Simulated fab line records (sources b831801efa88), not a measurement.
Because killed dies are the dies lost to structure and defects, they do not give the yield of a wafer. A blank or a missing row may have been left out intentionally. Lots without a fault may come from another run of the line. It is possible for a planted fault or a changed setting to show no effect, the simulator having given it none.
Shared-tool check / flow gf180mcu / 12 lots and 36 wafers in the sample

WHY IT WAS OPENED
GF_V3_RS_MEAS_24, reading V3_W_RS: flagged on 3 of 12 lots. Fault-free wafers read 0.326 ohm/sq, with a standard deviation of 0.0053.
Rule: a lot is flagged in two cases, either no wafer of it has a number, or all its wafers with numbers fall more than 4 standard deviations from that mean. The other lots count as sound.

lot=L511; measured=day 23 06:48; on=filmMetro-03; V3_W_RS (ohm/sq), wafer by wafer=0.328 0.323 0.327; flag=
lot=L512; measured=day 23 09:36; on=filmMetro-03; V3_W_RS (ohm/sq), wafer by wafer=0.333 0.322 0.323; flag=
lot=L515; measured=day 24 14:55; on=filmMetro-02; V3_W_RS (ohm/sq), wafer by wafer=0.319 0.330 0.321; flag=
lot=L517; measured=day 25 10:29; on=filmMetro-02; V3_W_RS (ohm/sq), wafer by wafer=0.325 0.324 0.324; flag=
lot=L520; measured=day 26 09:35; on=filmMetro-03; V3_W_RS (ohm/sq), wafer by wafer=0.325 0.322 0.325; flag=
lot=L523; measured=day 27 06:11; on=filmMetro-02; V3_W_RS (ohm/sq), wafer by wafer=43.697 44.160 43.150; flag=FLAGGED
lot=L524; measured=day 27 11:11; on=filmMetro-03; V3_W_RS (ohm/sq), wafer by wafer=44.759 44.235 43.941; flag=FLAGGED
lot=L525; measured=day 27 19:55; on=filmMetro-03; V3_W_RS (ohm/sq), wafer by wafer=44.239 44.747 44.070; flag=FLAGGED
lot=L526; measured=day 28 02:49; on=filmMetro-02; V3_W_RS (ohm/sq), wafer by wafer=0.322 0.322 0.322; flag=
lot=L530; measured=day 29 04:45; on=filmMetro-02; V3_W_RS (ohm/sq), wafer by wafer=0.322 0.332 0.330; flag=
lot=L531; measured=day 29 10:28; on=filmMetro-03; V3_W_RS (ohm/sq), wafer by wafer=0.334 0.326 0.330; flag=
lot=L532; measured=day 29 16:55; on=filmMetro-02; V3_W_RS (ohm/sq), wafer by wafer=0.323 0.325 0.322; flag=
On average the flagged lots read 44.111 ohm/sq, which is +43.785 ohm/sq against the usual, or +99 or more standard deviations.

EACH LOT AND THE TOOL IT RAN ON
The record holds 2 process steps before the reading, out of a route of 602 steps. Each cell gives the tool, then ch followed by the chambers the sampled wafers passed through, then the start.
lot=L511; flag=; GF_V3_STRIP_18=plasmaAsher-01 ch 0,1, day 23 06:02; GF_V3_CVD_23=cvdW-01 ch 0,1, day 23 06:40
lot=L512; flag=; GF_V3_STRIP_18=plasmaAsher-03 ch 0,1, day 23 08:51; GF_V3_CVD_23=cvdW-02 ch 0,1, day 23 09:29
lot=L515; flag=; GF_V3_STRIP_18=plasmaAsher-03 ch 0,1, day 24 14:10; GF_V3_CVD_23=cvdW-02 ch 0,1, day 24 14:49
lot=L517; flag=; GF_V3_STRIP_18=plasmaAsher-01 ch 0, day 25 09:44; GF_V3_CVD_23=cvdW-01 ch 1, day 25 10:22
lot=L520; flag=; GF_V3_STRIP_18=plasmaAsher-03 ch 0,1, day 26 08:49; GF_V3_CVD_23=cvdW-01 ch 0,1, day 26 09:29
lot=L523; flag=FLAGGED; GF_V3_STRIP_18=plasmaAsher-03 ch 0,1, day 27 05:26; GF_V3_CVD_23=cvdW-02 ch 0,1, day 27 06:04
lot=L524; flag=FLAGGED; GF_V3_STRIP_18=plasmaAsher-01 ch 0,1, day 27 10:25; GF_V3_CVD_23=cvdW-02 ch 0,1, day 27 11:04
lot=L525; flag=FLAGGED; GF_V3_STRIP_18=plasmaAsher-01 ch 0,1, day 27 19:10; GF_V3_CVD_23=cvdW-02 ch 0,1, day 27 19:48
lot=L526; flag=; GF_V3_STRIP_18=plasmaAsher-03 ch 0,1, day 28 02:02; GF_V3_CVD_23=cvdW-01 ch 0,1, day 28 02:43
lot=L530; flag=; GF_V3_STRIP_18=plasmaAsher-04 ch 0,1, day 29 03:59; GF_V3_CVD_23=cvdW-02 ch 0,1, day 29 04:37
lot=L531; flag=; GF_V3_STRIP_18=plasmaAsher-01 ch 0,1, day 29 09:43; GF_V3_CVD_23=cvdW-02 ch 0,1, day 29 10:22
lot=L532; flag=; GF_V3_STRIP_18=plasmaAsher-03 ch 0,1, day 29 16:08; GF_V3_CVD_23=cvdW-01 ch 1, day 29 16:47
These steps, and what they do:
- GF_V3_STRIP_18: strips in O2/N2.
- GF_V3_CVD_23: deposits W, target thk 350 nm, time 104.9 s.
- GF_V3_RS_MEAS_24: measures by four-point-probe.

FLAGGED OVER TOTAL, TOOL BY TOOL (the gauges that took the reading come last)
step=GF_V3_STRIP_18; tool=plasmaAsher-01; lots run=5; flagged=2; share of the flagged lots=some; sound lots run after its first flagged lot=1 (L531)
step=GF_V3_STRIP_18; tool=plasmaAsher-03; lots run=6; flagged=1; share of the flagged lots=some; sound lots run after its first flagged lot=2 (L526,L532)
step=GF_V3_STRIP_18; tool=plasmaAsher-04; lots run=1; flagged=0; share of the flagged lots=none; sound lots run after its first flagged lot=-
step=GF_V3_CVD_23; tool=cvdW-01; lots run=5; flagged=0; share of the flagged lots=none; sound lots run after its first flagged lot=-
step=GF_V3_CVD_23; tool=cvdW-02; lots run=7; flagged=3; share of the flagged lots=all; sound lots run after its first flagged lot=2 (L530,L531)
step=GF_V3_RS_MEAS_24; tool=filmMetro-02; lots run=6; flagged=1; share of the flagged lots=some; sound lots run after its first flagged lot=3 (L526,L530,L532)
step=GF_V3_RS_MEAS_24; tool=filmMetro-03; lots run=6; flagged=2; share of the flagged lots=some; sound lots run after its first flagged lot=1 (L531)

WHAT IS ALLOWED BY THE TABLE
All flagged lots share 1 row of the table, namely cvdW-02 at GF_V3_CVD_23.
- cvdW-02 at GF_V3_CVD_23 ran 7 lots, 3 of them flagged. Sound lots ran on it after the first flagged one (L530, L531), which a lasting fault on the whole tool wouldn't allow. On the flagged lots its readings are blank where sound lots have values: chamberPressureTorr, heaterPowerOuterW, heaterPowerW.
None of the table's rows ran every flagged lot and, after the first, no sound lot.

WHAT WAS PUT IN BY THE SIMULATOR
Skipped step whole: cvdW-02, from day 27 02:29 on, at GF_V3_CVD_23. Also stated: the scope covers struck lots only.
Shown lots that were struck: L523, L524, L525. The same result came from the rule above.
